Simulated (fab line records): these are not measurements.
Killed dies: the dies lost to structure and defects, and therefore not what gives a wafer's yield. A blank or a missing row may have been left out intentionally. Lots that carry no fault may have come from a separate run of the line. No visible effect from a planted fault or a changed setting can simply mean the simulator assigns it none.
Which of the tools did it? || flow gf180mcu || Sampling: 24 lots, 72 wafers, 4 of 602 route steps

WHAT EACH GAUGE READ, for each wafer
GF_M2_CD_MEAS_14: the cd target is 280 nm.
{"lot": "L074", "measured": "day 19 03:13", "on": "cdSem-01", "cdNm (nm)": "280.2 279.4 278.7"}
{"lot": "L075", "measured": "day 19 15:30", "on": "cdSem-02", "cdNm (nm)": "279.8 280.2 279.5"}
{"lot": "L076", "measured": "day 19 23:49", "on": "cdSem-02", "cdNm (nm)": "279.8 279.8 279.5"}
{"lot": "L077", "measured": "day 20 08:31", "on": "cdSem-01", "cdNm (nm)": "278.8 277.3 278.2"}
{"lot": "L078", "measured": "day 20 20:16", "on": "cdSem-02", "cdNm (nm)": "279.6 281.0 281.1"}
{"lot": "L079", "measured": "day 21 05:07", "on": "cdSem-02", "cdNm (nm)": "278.3 277.4 278.6"}
{"lot": "L080", "measured": "day 21 08:39", "on": "cdSem-01", "cdNm (nm)": "281.3 281.8 281.2"}
{"lot": "L081", "measured": "day 21 18:04", "on": "cdSem-01", "cdNm (nm)": "281.6 279.9 280.0"}
{"lot": "L082", "measured": "day 22 14:04", "on": "cdSem-02", "cdNm (nm)": "280.9 280.5 281.1"}
{"lot": "L083", "measured": "day 22 15:45", "on": "cdSem-01", "cdNm (nm)": "283.0 281.5 281.7"}
{"lot": "L084", "measured": "day 22 23:59", "on": "cdSem-01", "cdNm (nm)": "278.7 278.3 279.9"}
{"lot": "L085", "measured": "day 23 07:25", "on": "cdSem-02", "cdNm (nm)": "281.0 281.2 282.3"}
{"lot": "L086", "measured": "day 23 21:52", "on": "cdSem-02", "cdNm (nm)": "281.4 281.1 280.1"}
{"lot": "L087", "measured": "day 24 01:52", "on": "cdSem-02", "cdNm (nm)": "281.8 281.0 281.6"}
{"lot": "L088", "measured": "day 24 09:10", "on": "cdSem-02", "cdNm (nm)": "279.9 279.3 279.7"}
{"lot": "L089", "measured": "day 24 14:34", "on": "cdSem-02", "cdNm (nm)": "281.5 280.1 281.6"}
{"lot": "L090", "measured": "day 24 22:02", "on": "cdSem-02", "cdNm (nm)": "278.4 279.1 277.7"}
{"lot": "L091", "measured": "day 25 03:26", "on": "cdSem-02", "cdNm (nm)": "280.3 281.6 279.4"}
{"lot": "L092", "measured": "day 25 13:10", "on": "cdSem-01", "cdNm (nm)": "279.2 279.0 278.5"}
{"lot": "L093", "measured": "day 26 00:29", "on": "cdSem-02", "cdNm (nm)": "281.5 281.8 281.1"}
{"lot": "L094", "measured": "day 26 07:31", "on": "cdSem-01", "cdNm (nm)": "280.1 280.4 281.2"}
{"lot": "L095", "measured": "day 26 13:40", "on": "cdSem-02", "cdNm (nm)": "279.4 279.1 280.3"}
{"lot": "L096", "measured": "day 26 17:04", "on": "cdSem-01", "cdNm (nm)": "277.5 277.3 277.9"}
{"lot": "L097", "measured": "day 27 02:00", "on": "cdSem-01", "cdNm (nm)": "279.7 280.5 281.3"}

GF_M5_OVL_MEAS_08.
{"lot": "L074", "measured": "day 26 05:23", "on": "overlay-01", "M5_OVL (nm)": "5 1 2"}
{"lot": "L075", "measured": "day 26 16:20", "on": "overlay-02", "M5_OVL (nm)": "-3 -3 -8"}
{"lot": "L076", "measured": "day 26 23:38", "on": "overlay-02", "M5_OVL (nm)": "2 4 4"}
{"lot": "L077", "measured": "day 27 08:08", "on": "overlay-01", "M5_OVL (nm)": "-2 8 -1"}
{"lot": "L078", "measured": "day 27 18:04", "on": "overlay-01", "M5_OVL (nm)": "3 7 7"}
{"lot": "L079", "measured": "day 28 00:05", "on": "overlay-01", "M5_OVL (nm)": "1 1 -3"}
{"lot": "L080", "measured": "day 28 04:26", "on": "overlay-01", "M5_OVL (nm)": "9 4 2"}
{"lot": "L081", "measured": "day 28 10:14", "on": "overlay-01", "M5_OVL (nm)": "-5 2 10"}
{"lot": "L082", "measured": "day 29 03:22", "on": "overlay-02", "M5_OVL (nm)": "9 6 12"}
{"lot": "L083", "measured": "day 29 05:44", "on": "overlay-01", "M5_OVL (nm)": "-4 4 -1"}
{"lot": "L084", "measured": "day 29 11:42", "on": "overlay-02", "M5_OVL (nm)": "2 6 3"}
{"lot": "L085", "measured": "day 29 18:44", "on": "overlay-02", "M5_OVL (nm)": "3 13 -2"}
{"lot": "L086", "measured": "day 30 06:23", "on": "overlay-01", "M5_OVL (nm)": "4 7 4"}
{"lot": "L087", "measured": "day 30 10:08", "on": "overlay-02", "M5_OVL (nm)": "2 -3 -1"}
{"lot": "L088", "measured": "day 30 15:22", "on": "overlay-01", "M5_OVL (nm)": "4 -6 -3"}
{"lot": "L089", "measured": "day 30 19:47", "on": "overlay-01", "M5_OVL (nm)": "6 -11 -8"}
{"lot": "L090", "measured": "day 31 01:08", "on": "overlay-02", "M5_OVL (nm)": "5 7 10"}
{"lot": "L091", "measured": "day 31 05:05", "on": "overlay-02", "M5_OVL (nm)": "3 -7 -3"}
{"lot": "L092", "measured": "day 31 14:14", "on": "overlay-01", "M5_OVL (nm)": "-2 -4 0"}
{"lot": "L093", "measured": "day 32 00:41", "on": "overlay-02", "M5_OVL (nm)": "8 10 6"}
{"lot": "L094", "measured": "day 32 04:28", "on": "overlay-02", "M5_OVL (nm)": "-6 -6 -5"}
{"lot": "L095", "measured": "day 32 09:47", "on": "overlay-02", "M5_OVL (nm)": "2 -5 1"}
{"lot": "L096", "measured": "day 32 13:35", "on": "overlay-02", "M5_OVL (nm)": "-6 5 0"}
{"lot": "L097", "measured": "day 32 20:20", "on": "overlay-02", "M5_OVL (nm)": "9 4 -4"}

TOOL THAT RAN EACH LOT (tool first, then ch and the chambers of the sampled wafers, then the start)
{"lot": "L074", "GF_MIM_SPUTTER_00": "pvdSputter-02, day 24 10:07", "GF_MIM_SPUTTER_02": "pvdSputter-02, day 24 10:15"}
{"lot": "L075", "GF_MIM_SPUTTER_00": "pvdSputter-01, day 24 21:42", "GF_MIM_SPUTTER_02": "pvdSputter-01, day 24 21:50"}
{"lot": "L076", "GF_MIM_SPUTTER_00": "pvdSputter-01, day 25 04:34", "GF_MIM_SPUTTER_02": "pvdSputter-01, day 25 04:42"}
{"lot": "L077", "GF_MIM_SPUTTER_00": "pvdSputter-03, day 25 13:53", "GF_MIM_SPUTTER_02": "pvdSputter-03, day 25 14:01"}
{"lot": "L078", "GF_MIM_SPUTTER_00": "pvdSputter-02, day 25 23:49", "GF_MIM_SPUTTER_02": "pvdSputter-02, day 25 23:57"}
{"lot": "L079", "GF_MIM_SPUTTER_00": "pvdSputter-03, day 26 07:02", "GF_MIM_SPUTTER_02": "pvdSputter-03, day 26 07:10"}
{"lot": "L080", "GF_MIM_SPUTTER_00": "pvdSputter-01, day 26 10:40", "GF_MIM_SPUTTER_02": "pvdSputter-01, day 26 10:48"}
{"lot": "L081", "GF_MIM_SPUTTER_00": "pvdSputter-01, day 26 17:56", "GF_MIM_SPUTTER_02": "pvdSputter-01, day 26 18:04"}
{"lot": "L082", "GF_MIM_SPUTTER_00": "pvdSputter-03, day 27 11:40", "GF_MIM_SPUTTER_02": "pvdSputter-03, day 27 11:48"}
{"lot": "L083", "GF_MIM_SPUTTER_00": "pvdSputter-01, day 27 14:21", "GF_MIM_SPUTTER_02": "pvdSputter-01, day 27 14:29"}
{"lot": "L084", "GF_MIM_SPUTTER_00": "pvdSputter-02, day 27 20:22", "GF_MIM_SPUTTER_02": "pvdSputter-02, day 27 20:30"}
{"lot": "L085", "GF_MIM_SPUTTER_00": "pvdSputter-02, day 28 04:19", "GF_MIM_SPUTTER_02": "pvdSputter-02, day 28 04:26"}
{"lot": "L086", "GF_MIM_SPUTTER_00": "pvdSputter-03, day 28 15:17", "GF_MIM_SPUTTER_02": "pvdSputter-03, day 28 15:25"}
{"lot": "L087", "GF_MIM_SPUTTER_00": "pvdSputter-03, day 28 18:46", "GF_MIM_SPUTTER_02": "pvdSputter-03, day 28 18:54"}
{"lot": "L088", "GF_MIM_SPUTTER_00": "pvdSputter-02, day 29 01:10", "GF_MIM_SPUTTER_02": "pvdSputter-02, day 29 01:18"}
{"lot": "L089", "GF_MIM_SPUTTER_00": "pvdSputter-03, day 29 06:33", "GF_MIM_SPUTTER_02": "pvdSputter-03, day 29 06:41"}
{"lot": "L090", "GF_MIM_SPUTTER_00": "pvdSputter-02, day 29 11:42", "GF_MIM_SPUTTER_02": "pvdSputter-02, day 29 11:50"}
{"lot": "L091", "GF_MIM_SPUTTER_00": "pvdSputter-03, day 29 16:58", "GF_MIM_SPUTTER_02": "pvdSputter-03, day 29 17:06"}
{"lot": "L092", "GF_MIM_SPUTTER_00": "pvdSputter-02, day 30 02:33", "GF_MIM_SPUTTER_02": "pvdSputter-02, day 30 02:41"}
{"lot": "L093", "GF_MIM_SPUTTER_00": "pvdSputter-01, day 30 12:02", "GF_MIM_SPUTTER_02": "pvdSputter-01, day 30 12:10"}
{"lot": "L094", "GF_MIM_SPUTTER_00": "pvdSputter-02, day 30 17:47", "GF_MIM_SPUTTER_02": "pvdSputter-02, day 30 17:55"}
{"lot": "L095", "GF_MIM_SPUTTER_00": "pvdSputter-01, day 30 22:25", "GF_MIM_SPUTTER_02": "pvdSputter-01, day 30 22:33"}
{"lot": "L096", "GF_MIM_SPUTTER_00": "pvdSputter-03, day 31 02:52", "GF_MIM_SPUTTER_02": "pvdSputter-03, day 31 03:00"}
{"lot": "L097", "GF_MIM_SPUTTER_00": "pvdSputter-02, day 31 09:48", "GF_MIM_SPUTTER_02": "pvdSputter-02, day 31 09:56"}
- GF_MIM_SPUTTER_00: material Ti, target thk 37.5 nm, time 150 s.
- GF_MIM_SPUTTER_02: material AlCu, target thk 450 nm, time 23.9 s.

AS READ BY THE TOOLS THEMSELVES (means over the sampled wafers that have a number; for cases with no such wafer, the mark the record gives instead)
GF_MIM_SPUTTER_00.
{"lot": "L074", "tool": "pvdSputter-02", "throttleValvePct (%)": 29.7}
{"lot": "L075", "tool": "pvdSputter-01", "throttleValvePct (%)": 29.8}
{"lot": "L076", "tool": "pvdSputter-01", "throttleValvePct (%)": 29.5}
{"lot": "L077", "tool": "pvdSputter-03", "throttleValvePct (%)": 30.5}
{"lot": "L078", "tool": "pvdSputter-02", "throttleValvePct (%)": 30.1}
{"lot": "L079", "tool": "pvdSputter-03", "throttleValvePct (%)": 29.4}
{"lot": "L080", "tool": "pvdSputter-01", "throttleValvePct (%)": 29.4}
{"lot": "L081", "tool": "pvdSputter-01", "throttleValvePct (%)": 29.9}
{"lot": "L082", "tool": "pvdSputter-03", "throttleValvePct (%)": 30.5}
{"lot": "L083", "tool": "pvdSputter-01", "throttleValvePct (%)": 29.7}
{"lot": "L084", "tool": "pvdSputter-02", "throttleValvePct (%)": 29.1}
{"lot": "L085", "tool": "pvdSputter-02", "throttleValvePct (%)": 29.5}
{"lot": "L086", "tool": "pvdSputter-03", "throttleValvePct (%)": 29.6}
{"lot": "L087", "tool": "pvdSputter-03", "throttleValvePct (%)": 30.5}
{"lot": "L088", "tool": "pvdSputter-02", "throttleValvePct (%)": 29.6}
{"lot": "L089", "tool": "pvdSputter-03", "throttleValvePct (%)": 29.4}
{"lot": "L090", "tool": "pvdSputter-02", "throttleValvePct (%)": 29.6}
{"lot": "L091", "tool": "pvdSputter-03", "throttleValvePct (%)": 30.2}
{"lot": "L092", "tool": "pvdSputter-02", "throttleValvePct (%)": 29.6}
{"lot": "L093", "tool": "pvdSputter-01", "throttleValvePct (%)": 30.2}
{"lot": "L094", "tool": "pvdSputter-02", "throttleValvePct (%)": 30.1}
{"lot": "L095", "tool": "pvdSputter-01", "throttleValvePct (%)": 30.4}
{"lot": "L096", "tool": "pvdSputter-03", "throttleValvePct (%)": 30.7}
{"lot": "L097", "tool": "pvdSputter-02", "throttleValvePct (%)": 30.1}

GF_MIM_SPUTTER_02.
{"lot": "L074", "tool": "pvdSputter-02", "throttleValvePct (%)": 29.7}
{"lot": "L075", "tool": "pvdSputter-01", "throttleValvePct (%)": 29.9}
{"lot": "L076", "tool": "pvdSputter-01", "throttleValvePct (%)": 29.4}
{"lot": "L077", "tool": "pvdSputter-03", "throttleValvePct (%)": 30.6}
{"lot": "L078", "tool": "pvdSputter-02", "throttleValvePct (%)": 30.1}
{"lot": "L079", "tool": "pvdSputter-03", "throttleValvePct (%)": 29.2}
{"lot": "L080", "tool": "pvdSputter-01", "throttleValvePct (%)": 29.4}
{"lot": "L081", "tool": "pvdSputter-01", "throttleValvePct (%)": 29.7}
{"lot": "L082", "tool": "pvdSputter-03", "throttleValvePct (%)": 30.5}
{"lot": "L083", "tool": "pvdSputter-01", "throttleValvePct (%)": 29.9}
{"lot": "L084", "tool": "pvdSputter-02", "throttleValvePct (%)": 29.2}
{"lot": "L085", "tool": "pvdSputter-02", "throttleValvePct (%)": 29.4}
{"lot": "L086", "tool": "pvdSputter-03", "throttleValvePct (%)": 29.7}
{"lot": "L087", "tool": "pvdSputter-03", "throttleValvePct (%)": 30.6}
{"lot": "L088", "tool": "pvdSputter-02", "throttleValvePct (%)": 29.7}
{"lot": "L089", "tool": "pvdSputter-03", "throttleValvePct (%)": 29.3}
{"lot": "L090", "tool": "pvdSputter-02", "throttleValvePct (%)": 29.4}
{"lot": "L091", "tool": "pvdSputter-03", "throttleValvePct (%)": 30.3}
{"lot": "L092", "tool": "pvdSputter-02", "throttleValvePct (%)": 29.7}
{"lot": "L093", "tool": "pvdSputter-01", "throttleValvePct (%)": 30.2}
{"lot": "L094", "tool": "pvdSputter-02", "throttleValvePct (%)": 29.8}
{"lot": "L095", "tool": "pvdSputter-01", "throttleValvePct (%)": 30.3}
{"lot": "L096", "tool": "pvdSputter-03", "throttleValvePct (%)": 30.7}
{"lot": "L097", "tool": "pvdSputter-02", "throttleValvePct (%)": 29.9}

THE ANSWER, worked out from the rows above alone
Rule: the lots themselves supply what counts as usual. The widest of any qualifying gaps counts: lots, ordered by their means at a reading, are off when they make up no more than a third of the lots, leave a main group of 4 or more, and stand apart from it by 3 or more times the standard deviation of that group's means. A main group is skipped when, at the precision printed for the reading in the tables above, its means are all equal. Also off: a lot with no number at a reading for which 4 or more lots have one. All remaining lots with rows at the step are treated as sound. The gauges are gone through in route order, then the tools' own readings, and for those a lot's mean is taken as printed above. The first step at which some lot is off is used, and at that step the reading that is off furthest; a lot without a number counts as furthest.
None of the lots is off at any reading shown; this tells nothing.

WHAT THE SIMULATOR PUT IN
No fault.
